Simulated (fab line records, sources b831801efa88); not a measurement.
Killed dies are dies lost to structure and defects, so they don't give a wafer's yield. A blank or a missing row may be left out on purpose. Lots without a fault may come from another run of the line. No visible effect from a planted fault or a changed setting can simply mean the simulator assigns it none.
Which tool is to blame? -- flow sfq-line -- 14 lots, 42 wafers sampled, at 1 step of a route of 325

WHAT EACH GAUGE READ, for each wafer
SFQ_INCOMING_BOW_MEAS_900.
lot,measured,on,INCOMING_BOW (um)
L717,day 1 10:01,film-metro-02,5 -8 -4
L718,day 1 15:02,film-metro-02,-2 2 -1
L720,day 2 01:00,film-metro-02,-11 9 14
L721,day 2 06:01,film-metro-03,0 -12 -5
L722,day 2 11:00,film-metro-02,8 6 -4
L723,day 2 16:01,film-metro-03,11 3 -1
L726,day 3 07:00,film-metro-03,-2 -8 3
L727,day 3 12:02,film-metro-02,-3 9 5
L731,day 4 08:00,film-metro-04,0 3 1
L733,day 4 18:08,film-metro-04,-10 -13 8
L735,day 5 04:00,film-metro-04,1 6 -6
L736,day 5 09:01,film-metro-03,1 -4 -2
L738,day 5 19:01,film-metro-03,-2 7 1
L740,day 6 05:00,film-metro-04,-9 -9 4

TOOL THAT RAN EACH LOT (tool first, then ch and the chambers of the sampled wafers, then the start)
The record holds no process step before these readings.

AS READ BY THE TOOLS THEMSELVES (means over the sampled wafers that have a number; for cases with no such wafer, the mark the record gives instead)
The record holds no such reading with a usual standard deviation.

THE ANSWER, worked out from the rows above alone
Rule: the lots themselves supply what counts as usual. The widest of any qualifying gaps counts: lots, ordered by their means at a reading, are off when they make up no more than a third of the lots, leave a main group of 4 or more, and stand apart from it by 3 or more times the standard deviation of that group's means. The tables above print the reading to a certain number of digits; a main group whose means all agree to those digits is not used. Also off: a lot with no number at a reading for which 4 or more lots have one. The other lots that the step has rows for count as sound. After the gauges, taken in route order, come the tools' own readings; for these a lot's mean is taken, as printed above. At the first step where some lot is off, the reading lying furthest off is the one used; lots without a number count as furthest.
No lot is off on any of the readings shown, so nothing can be concluded from this.

WHAT THE SIMULATOR HAD INSERTED
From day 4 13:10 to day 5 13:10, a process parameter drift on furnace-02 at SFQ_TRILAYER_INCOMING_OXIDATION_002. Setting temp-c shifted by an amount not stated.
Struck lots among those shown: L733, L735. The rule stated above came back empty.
